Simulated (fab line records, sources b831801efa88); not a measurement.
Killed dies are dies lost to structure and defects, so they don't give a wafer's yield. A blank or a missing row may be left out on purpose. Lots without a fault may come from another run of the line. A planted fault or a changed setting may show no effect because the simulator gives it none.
Chamber matching | flow gf180mcu | GF_V3_CVD_00 on hdpcvd-02: 3 sister chambers
The step deposits SiO2, target thk 600 nm, time 100 s. 16 wafers are shown with their chamber, then 8 later ones without.

WAFERS WITH THEIR CHAMBER
wafer  | chamber | sih4_flow_sccm (sccm)
L436.1 | 0       | 59.77
L436.2 | 2       | 60.19
L436.3 | 1       | 59.97
L439.1 | 0       | 60.02
L439.3 | 1       | 60.09
L439.6 | 1       | 60.15
L442.1 | 2       | 59.98
L442.4 | 2       | 60.04
L442.6 | 0       | 60.05
L454.2 | 2       | 60.27
L454.3 | 0       | 59.62
L454.5 | 2       | 60.07
L455.2 | 2       | 60.18
L455.4 | 2       | 60.03
L455.5 | 1       | 59.91
L456.1 | 2       | 60.27

SIGNATURES (means of the wafers above)
reading        | chamber 0 | chamber 1 | chamber 2 | scatter within a chamber
sih4_flow_sccm | 59.8650   | 60.0300   | 60.1287   | 0.139
Rule: a wafer's distance from a chamber is the root of the sum, over the readings, of the square of ((its reading less the chamber's mean) divided by the reading's scatter). The wafer belongs to the nearest chamber; if the next one is less than 2 further off, it can't be placed. The scatter: the root of (the sum of the squares of (reading less its chamber's mean) over the shown wafers, divided by (wafers less chambers)).

WAFERS WITHOUT THEIR CHAMBER
wafer  | sih4_flow_sccm (sccm)
L456.2 | 59.94
L456.4 | 60.18
L458.1 | 60.32
L458.3 | 59.92
L458.4 | 60.09
L459.1 | 60.09
L459.3 | 59.70
L459.6 | 59.92

WHICH CHAMBER EACH WENT THROUGH
wafer  | from the rows above          | in truth
L456.2 | can't be placed: 0 or 1 or 2 | 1
L456.4 | can't be placed: 2 or 1 or 0 | 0
L458.1 | can't be placed: 2 or 1 or 0 | 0
L458.3 | can't be placed: 0 or 1 or 2 | 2
L458.4 | can't be placed: 2 or 1 or 0 | 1
L459.1 | can't be placed: 2 or 1 or 0 | 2
L459.3 | can't be placed: 0 or 1 or 2 | 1
L459.6 | can't be placed: 0 or 1 or 2 | 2
Placed correctly: 0 of 8. Can't be placed from these rows: 8 (the true chamber is among the candidates in 8). Placed wrongly: 0.
